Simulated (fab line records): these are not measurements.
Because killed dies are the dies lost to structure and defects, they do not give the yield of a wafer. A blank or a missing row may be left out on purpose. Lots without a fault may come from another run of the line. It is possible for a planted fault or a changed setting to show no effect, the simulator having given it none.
fab line records -- flow gf180mcu -- part 2 of 2: steps 26 to 35 of 35
record: lots: 5, wafers: 15, last-day: 33
route steps=602 shown HV_LDD@216 NSD@235 PSD@248
lots with no fault: from the same line, run without faults
start-h: the number of hours between the record's first day and the start of the first shown wafer of the lot -- wait-h: hours elapsed since this lot's preceding step -- " the same as in the row above -- L1.1+2: a single row standing in for several wafers -- - value missing, or start not given -- * or withheld: withheld -- < > ~ a bound
route shown NAME@n: NAME is a module with steps in the file, n the number in the route of the first one -- usual: mean/standard deviation taken from wafers without a fault -- same: alike in all rows -- chamber/n: place in a boat -- sites: each site's reading -- _std_site: standard deviation across them -- _edge_site: the outer-site mean with the inner-site mean subtracted -- radius-mm: for every site, how far away it sits from the centre of the wafer -- mask NAME#n: copy n -- behind: tool/chamber where the wafer was last shaped -- hold: why the lot went on hold/how many hours it stayed there/how the hold came to an end -- device: which transistor (n, p or np) failed to switch -- end of line: the route-end tests of the same wafers -- where a step has no rows: the recipe by itself -- killed: at the first sort, the dies lost to defects and structure; wafer yield is something else -- map: shows each die of a wafer: x if killed, . if not, _ if none is there
set.NAME: the run value of the setting; set.NAME@STEP: its run value at that earlier step -- model.NAME: the simulator's own value behind a step, which no gauge read
lots at some steps of the route; a table a step, a row a wafer
services: when a tool's chamber went out of use (start-h, in hours from the record's first day, below 0 if earlier), for how many hours, and the reason
== steps ==
step: GF_NSD_DEVELOP_06
recipe: develop-time-s: 60, dev-temp-c: 23
usual: chill-plate-temp-C: 23.00/0.11
lot.wafer,tool,chamber,start-h,wait-h,chill-plate-temp-C
L083.1,litho-track-02,0,368.29,0.1,22.87
L083.2,litho-track-02,0,368.29,0.1,22.99
L083.3,litho-track-02,0,368.29,0.1,23.02
L084.2,litho-track-04,0,383.13,0.1,22.96
L084.5,litho-track-04,0,383.13,0.1,22.87
L084.6,litho-track-04,0,383.13,0.1,22.97
L088.1,litho-track-02,0,418.99,0.1,22.93
L088.4,litho-track-02,0,418.99,0.1,22.89
L088.6,litho-track-02,0,418.99,0.1,22.89
L089.4,litho-track-04,0,430.08,0.1,22.88
L089.5,litho-track-04,0,430.08,0.1,23.09
L089.6,litho-track-04,0,430.08,0.1,23.34
L092.2,litho-track-03,0,450.66,0.1,23.09
L092.3,litho-track-03,0,450.66,0.1,22.93
L092.5,litho-track-03,0,450.66,0.1,22.92
step: GF_NSD_CD_MEAS_07
recipe: target-cd-nm: 400
usual: cd-nm: 399.9/2.4
lot.wafer,tool,chamber,start-h,wait-h,cd-nm
L083.1,cd-sem-01,-,368.44,0.1,399.6
L083.2,cd-sem-01,-,368.44,0.1,401.3
L083.3,cd-sem-01,-,368.44,0.1,398.8
L084.2,cd-sem-02,-,383.27,0.1,400.1
L084.5,cd-sem-02,-,383.27,0.1,404.5
L084.6,cd-sem-02,-,383.27,0.1,403.2
L088.1,cd-sem-01,-,419.14,0.1,402.1
L088.4,cd-sem-01,-,419.14,0.1,400.9
L088.6,cd-sem-01,-,419.14,0.1,403.1
L089.4,cd-sem-01,-,430.21,0.1,399.0
L089.5,cd-sem-01,-,430.21,0.1,400.5
L089.6,cd-sem-01,-,430.21,0.1,401.7
L092.2,cd-sem-01,-,450.81,0.1,401.4
L092.3,cd-sem-01,-,450.81,0.1,400.0
L092.5,cd-sem-01,-,450.81,0.1,399.8
step: GF_NSD_OVL_MEAS_08
usual: NSD_OVL: -0.7/1.4
lot.wafer,tool,chamber,start-h,wait-h,NSD_OVL[nm]
L083.1,overlay-02,-,368.56,0.1,-1.6
L083.2,overlay-02,-,368.56,0.1,-1.3
L083.3,overlay-02,-,368.56,0.1,-2.0
L084.2,overlay-02,-,383.38,0.1,0.5
L084.5,overlay-02,-,383.38,0.1,0.0
L084.6,overlay-02,-,383.38,0.1,1.2
L088.1,overlay-01,-,419.26,0.1,0.0
L088.4,overlay-01,-,419.26,0.1,0.1
L088.6,overlay-01,-,419.26,0.1,0.4
L089.4,overlay-02,-,430.29,0.1,-0.7
L089.5,overlay-02,-,430.29,0.1,-1.3
L089.6,overlay-02,-,430.29,0.1,-0.6
L092.2,overlay-02,-,450.91,0.1,-0.2
L092.3,overlay-02,-,450.91,0.1,-0.1
L092.5,overlay-02,-,450.91,0.1,1.4
step: GF_NSD_IMPLANT_09
recipe: species: As, energy-kev: 60, dose-cm2: 4e+15, tilt-deg: 7
usual: faraday-current-uA: 11145/1300
lot.wafer,tool,chamber,start-h,wait-h,faraday-current-uA
L083.1,implanter-03,0,368.60,0.0,10984
L083.2,implanter-03,0,368.60,0.0,10812
L083.3,implanter-03,0,368.60,0.0,10430
L084.2,implanter-02,0,383.44,0.0,12793
L084.5,implanter-02,0,383.44,0.0,12365
L084.6,implanter-02,0,383.44,0.0,12242
L088.1,implanter-03,0,419.30,0.0,10986
L088.4,implanter-03,0,419.30,0.0,10439
L088.6,implanter-03,0,419.30,0.0,10666
L089.4,implanter-01,0,430.39,0.1,9465
L089.5,implanter-01,0,430.39,0.1,9610
L089.6,implanter-01,0,430.39,0.1,9204
L092.2,implanter-01,0,450.97,0.0,9458
L092.3,implanter-01,0,450.97,0.0,9291
L092.5,implanter-01,0,450.97,0.0,9553
step: GF_NSD_IMPLANT_10
recipe: species: P, energy-kev: 40, dose-cm2: 5e+14, tilt-deg: 7
usual: faraday-current-uA: 2779/59
lot.wafer,tool,chamber,start-h,wait-h,faraday-current-uA
L083.1,implanter-03,0,368.75,0.1,2790
L083.2,implanter-03,0,368.75,0.1,2810
L083.3,implanter-03,0,368.75,0.1,2786
L084.2,implanter-02,0,383.59,0.1,2823
L084.5,implanter-02,0,383.59,0.1,2737
L084.6,implanter-02,0,383.59,0.1,2754
L088.1,implanter-03,0,419.45,0.1,2803
L088.4,implanter-03,0,419.45,0.1,2791
L088.6,implanter-03,0,419.45,0.1,2803
L089.4,implanter-01,0,430.54,0.1,2916
L089.5,implanter-01,0,430.54,0.1,2729
L089.6,implanter-01,0,430.54,0.1,2716
L092.2,implanter-01,0,451.12,0.1,2704
L092.3,implanter-01,0,451.12,0.1,2852
L092.5,implanter-01,0,451.12,0.1,2778
step: GF_NSD_STRIP_11
recipe: chemistry: O2/N2, power-w: 1400, pressure-mtorr: 1500, platen-temp-c: 250, o2-flow-sccm: 3000, n2-flow-sccm: 300, overash-fraction: 0.5
usual: drypump-motor-current-A: 6.0/0.45, heater-power-w: 367/37, oes-product-au: 0.487/0.0046, strip-time-to-endpoint-s: 22.97/0.036
lot.wafer,tool,chamber,start-h,wait-h,drypump-motor-current-A,heater-power-w,oes-product-au,rf-hours-counter-h,strip-time-to-endpoint-s
L083.1,plasma-asher-02,1,368.90,0.1,6.5,423,0.494,27,22.96
L083.2,plasma-asher-02,0,368.90,0.1,6.0,386,0.495,27,22.93
L083.3,plasma-asher-02,0,368.90,0.1,6.0,396,0.482,-,22.98
L084.2,plasma-asher-03,1,383.71,0.1,6.1,326,0.483,72,22.97
L084.5,plasma-asher-03,1,383.71,0.1,6.1,324,0.490,-,22.93
L084.6,plasma-asher-03,0,383.71,0.1,5.2,353,0.489,-,22.94
L088.1,plasma-asher-03,0,419.60,0.1,5.2,354,0.480,76,23.01
L088.4,plasma-asher-03,0,419.60,0.1,5.2,367,0.486,-,23.04
L088.6,plasma-asher-03,1,419.60,0.1,6.1,324,0.476,-,23.03
L089.4,plasma-asher-03,1,430.64,0.1,6.1,316,0.489,-,22.94
L089.5,plasma-asher-03,0,430.64,0.1,5.1,344,0.496,-,22.93
L089.6,plasma-asher-03,1,430.64,0.1,6.1,327,0.484,-,22.98
L092.2,plasma-asher-03,0,451.24,0.1,5.2,357,0.488,2,22.94
L092.3,plasma-asher-03,0,451.24,0.1,5.1,355,0.494,-,22.91
L092.5,plasma-asher-03,1,451.24,0.1,6.1,326,0.482,-,22.95
step: GF_NSD_TW_MEAS_12
usual: NSD_TW: 4199/29
lot.wafer,tool,chamber,start-h,wait-h,NSD_TW
L083.1,film-metro-02,-,369.00,0.1,4200
L083.2,film-metro-02,-,369.00,0.1,4217
L083.3,film-metro-02,-,369.00,0.1,4226
L084.2,film-metro-01,-,383.82,0.1,4233
L084.5,film-metro-01,-,383.82,0.1,4219
L084.6,film-metro-01,-,383.82,0.1,4200
L088.1,film-metro-04,-,419.70,0.1,4165
L088.4,film-metro-04,-,419.70,0.1,4162
L088.6,film-metro-04,-,419.70,0.1,4152
L089.4,film-metro-04,-,430.74,0.1,4125
L089.5,film-metro-04,-,430.74,0.1,4142
L089.6,film-metro-04,-,430.74,0.1,4159
L092.2,film-metro-01,-,451.35,0.1,4227
L092.3,film-metro-01,-,451.35,0.1,4232
L092.5,film-metro-01,-,451.35,0.1,4215
step: GF_PSD_DEHYDRATE_00
recipe: temp-c: 200, time-s: 60
usual: chill-plate-temp-C: 23.01/0.1
lot.wafer,tool,chamber,start-h,wait-h,chill-plate-temp-C
L083.1,litho-track-03,0,379.64,10.6,22.69
L083.2,litho-track-03,0,379.64,10.6,22.89
L083.3,litho-track-03,0,379.64,10.6,22.88
L084.2,litho-track-04,0,394.13,10.3,23.11
L084.5,litho-track-04,0,394.13,10.3,23.13
L084.6,litho-track-04,0,394.13,10.3,23.11
L088.1,litho-track-03,0,431.69,12.0,23.18
L088.4,litho-track-03,0,431.69,12.0,22.95
L088.6,litho-track-03,0,431.69,12.0,23.03
L089.4,litho-track-04,0,442.08,11.3,23.06
L089.5,litho-track-04,0,442.08,11.3,23.03
L089.6,litho-track-04,0,442.08,11.3,23.01
L092.2,litho-track-04,0,462.73,11.4,23.01
L092.3,litho-track-04,0,462.73,11.4,22.90
L092.5,litho-track-04,0,462.73,11.4,23.03
step: GF_PSD_HMDS_01
recipe: prime-time-s: 60, prime-temp-c: 120
usual: chill-plate-temp-C: 23.02/0.11
lot.wafer,tool,chamber,start-h,wait-h,chill-plate-temp-C
L083.1,litho-track-03,0,379.79,0.1,22.95
L083.2,litho-track-03,0,379.79,0.1,22.84
L083.3,litho-track-03,0,379.79,0.1,22.96
L084.2,litho-track-04,0,394.28,0.1,23.14
L084.5,litho-track-04,0,394.28,0.1,23.18
L084.6,litho-track-04,0,394.28,0.1,23.09
L088.1,litho-track-03,0,431.84,0.1,23.00
L088.4,litho-track-03,0,431.84,0.1,23.08
L088.6,litho-track-03,0,431.84,0.1,23.10
L089.4,litho-track-04,0,442.23,0.1,22.94
L089.5,litho-track-04,0,442.23,0.1,22.93
L089.6,litho-track-04,0,442.23,0.1,22.93
L092.2,litho-track-04,0,462.88,0.1,23.13
L092.3,litho-track-04,0,462.88,0.1,22.94
L092.5,litho-track-04,0,462.88,0.1,23.10
step: GF_PSD_COAT_02
recipe: resist: NOVOLAK, spin-rpm: 3000, resist-thk-nm: 1000
usual: chill-plate-temp-C: 23.01/0.1
lot.wafer,tool,chamber,start-h,wait-h,chill-plate-temp-C
L083.1,litho-track-03,0,379.94,0.1,23.05
L083.2,litho-track-03,0,379.94,0.1,23.06
L083.3,litho-track-03,0,379.94,0.1,22.95
L084.2,litho-track-04,0,394.43,0.1,22.86
L084.5,litho-track-04,0,394.43,0.1,22.98
L084.6,litho-track-04,0,394.43,0.1,22.98
L088.1,litho-track-03,0,431.99,0.1,22.90
L088.4,litho-track-03,0,431.99,0.1,22.97
L088.6,litho-track-03,0,431.99,0.1,22.98
L089.4,litho-track-04,0,442.38,0.1,23.00
L089.5,litho-track-04,0,442.38,0.1,22.99
L089.6,litho-track-04,0,442.38,0.1,23.05
L092.2,litho-track-04,0,463.03,0.1,22.98
L092.3,litho-track-04,0,463.03,0.1,22.98
L092.5,litho-track-04,0,463.03,0.1,22.95
== services ==
tool,chamber,start-h,hours,kind
plasma-asher-02,-,310.36,3.6,repair
implanter-02,-,311.94,4.1,repair
rie-diel-03,3,313.03,3.6,repair
iline-stepper-02,-,317.36,1.7,pm
lpcvd-02,-,318.29,4.4,repair
implanter-03,-,320.37,2.5,repair
iline-stepper-01,-,321.26,3.2,repair
rie-diel-01,-,327.33,2.9,repair
implanter-04,-,339.72,3.9,pm
plasma-asher-01,-,352.99,16.8,pm
rie-diel-03,2,359.03,8.7,repair
implanter-01,-,361.08,2.7,pm
implanter-03,-,362.48,0.6,repair
implanter-02,-,365.45,9.9,repair
rie-diel-01,-,380.14,0.3,repair
rie-diel-03,3,384.03,3.8,repair
iline-stepper-01,-,393.05,1.7,pm
implanter-02,-,400.27,0.8,repair
iline-stepper-01,-,405.85,4.9,repair
implanter-01,-,417.46,1.9,repair
plasma-asher-03,-,421.25,9.0,pm
rie-diel-03,-,451.23,2.8,pm
implanter-03,-,452.78,2.3,repair
implanter-01,-,459.42,3.2,repair
